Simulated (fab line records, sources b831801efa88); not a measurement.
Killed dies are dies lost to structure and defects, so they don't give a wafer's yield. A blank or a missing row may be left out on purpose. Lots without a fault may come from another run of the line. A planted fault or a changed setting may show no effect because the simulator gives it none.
A struck lot beside a sound one | flow gf180mcu | 27 steps out of a route of 602
Sound: wafers L577.2, L577.4, L577.5. Struck: wafers L580.2, L580.5, L580.6. The cause comes at the end.
At each step with rows: each side's tool, then ch and its chambers, then its first start. Under that, the readings that differ: sound wafers | struck wafers | difference of the means | sigmas: that difference in standard deviations of wafers without a fault.
alike: readings whose means differ by less than 2 such deviations, and words and numbers that are the same on both sides. not compared: withheld readings, readings that some wafer has no value for, bounds like >300 that may hide the same value, and numbers for which the record gives no deviation and whose values overlap.
The two part at a step that has a row with sigmas, a row that says differs or no value, or rows on one side only. Numbers that don't overlap but have no deviation are shown without sigmas and don't part them. A reading that every wafer of one side lacks parts them only if that side has two wafers or more.

GF_NWELL_STRIP_10: strips in O2/N2.
  sound on plasma_asher-03 ch 0,1, day 6 18:41; struck on plasma_asher-02 ch 0,1, day 7 09:56
  alike: chamber_pressure_mTorr, drypump_motor_current_A, heater_power_w, oes_product_au, platen_temp_c, strip_time_to_endpoint_s
  not compared: rf_hours_counter_h
GF_NWELL_TW_MEAS_11:
  sound on film_metro-01, day 6 18:47; struck on film_metro-02, day 7 10:02
  alike: NWELL_TW
then, 7 steps without rows for these wafers: GF_LVPWELL_DEHYDRATE_00 (time 60 s); GF_LVPWELL_HMDS_01 (prime time 60 s); GF_LVPWELL_COAT_02 (resist thk 3000 nm); GF_LVPWELL_SOFTBAKE_03; GF_LVPWELL_EXPOSE_04 (exposes mask LVPWELL, target cd 600 nm); GF_LVPWELL_PEB_05; GF_LVPWELL_DEVELOP_06 (develop time 60 s).
GF_LVPWELL_OVL_MEAS_07:
  sound on overlay-01, day 7 10:36; struck on overlay-01, day 8 01:33
  alike: LVPWELL_OVL
then, 2 steps without rows for these wafers: GF_LVPWELL_IMPLANT_08; GF_LVPWELL_IMPLANT_09.
GF_LVPWELL_STRIP_10: strips in O2/N2.
  sound on plasma_asher-02 ch 0,1, day 7 10:56; struck on plasma_asher-02 ch 0,1, day 8 01:53
  no value came back on the struck wafers for any of 6 readings (chamber_pressure_mTorr (mTorr), drypump_motor_current_A (A) and others); on the sound wafers chamber_pressure_mTorr (mTorr) reads 1497.7 1498.4 1498.1
  reading                                   | sound | struck         | difference | sigmas
  model.coat_of_LVPWELL_COAT_02.thk_nm (nm) | 0 0 0 | 3007 3004 2994 | +3002      |
  not compared: rf_hours_counter_h
GF_LVPWELL_TW_MEAS_11:
  sound on film_metro-01, day 7 11:02; struck on film_metro-03, day 8 01:59
  reading    | sound       | struck      | difference | sigmas
  LVPWELL_TW | 565 564 562 | 551 552 553 | -12        | -2
then, 7 steps without rows for these wafers: GF_MVSD_DEHYDRATE_00 (time 60 s); GF_MVSD_HMDS_01 (prime time 60 s); GF_MVSD_COAT_02 (resist thk 3000 nm); GF_MVSD_SOFTBAKE_03; GF_MVSD_EXPOSE_04 (exposes mask MVSD, target cd 1000 nm); GF_MVSD_PEB_05; GF_MVSD_DEVELOP_06 (develop time 60 s).
GF_MVSD_OVL_MEAS_07:
  sound on overlay-02, day 8 02:55; struck on overlay-01, day 8 18:58
  alike: MVSD_OVL
then, 2 steps without rows for these wafers: GF_MVSD_IMPLANT_08; GF_MVSD_IMPLANT_09.
GF_MVSD_STRIP_10: strips in O2/N2.
  sound on plasma_asher-01 ch 0,1, day 8 03:15; struck on plasma_asher-03 ch 0,1, day 8 19:18
  reading                      | sound             | struck            | difference | sigmas
  oes_product_au (a.u.)        | 0.722 0.726 0.725 | 0.743 0.736 0.737 | +0.014     | +3
  strip_time_to_endpoint_s (s) | 37.08 37.00 37.12 | 81.47 81.47 81.32 | +44.35     | +99 or more
  alike: chamber_pressure_mTorr, drypump_motor_current_A, heater_power_w, platen_temp_c
  not compared: rf_hours_counter_h
GF_MVSD_TW_MEAS_11:
  sound on film_metro-01, day 8 03:22; struck on film_metro-01, day 8 19:38
  reading | sound          | struck   | difference | sigmas
  MVSD_TW | 1586 1579 1592 | 30 30 30 | -1556      | -86
  not compared: hold
then, 1 step without rows for these wafers: GF_PASSIVATION_PROBE_99.

WHERE THEY PART
First at GF_LVPWELL_STRIP_10; last, within this record, at GF_MVSD_TW_MEAS_11.

WHY: what the simulator had put in
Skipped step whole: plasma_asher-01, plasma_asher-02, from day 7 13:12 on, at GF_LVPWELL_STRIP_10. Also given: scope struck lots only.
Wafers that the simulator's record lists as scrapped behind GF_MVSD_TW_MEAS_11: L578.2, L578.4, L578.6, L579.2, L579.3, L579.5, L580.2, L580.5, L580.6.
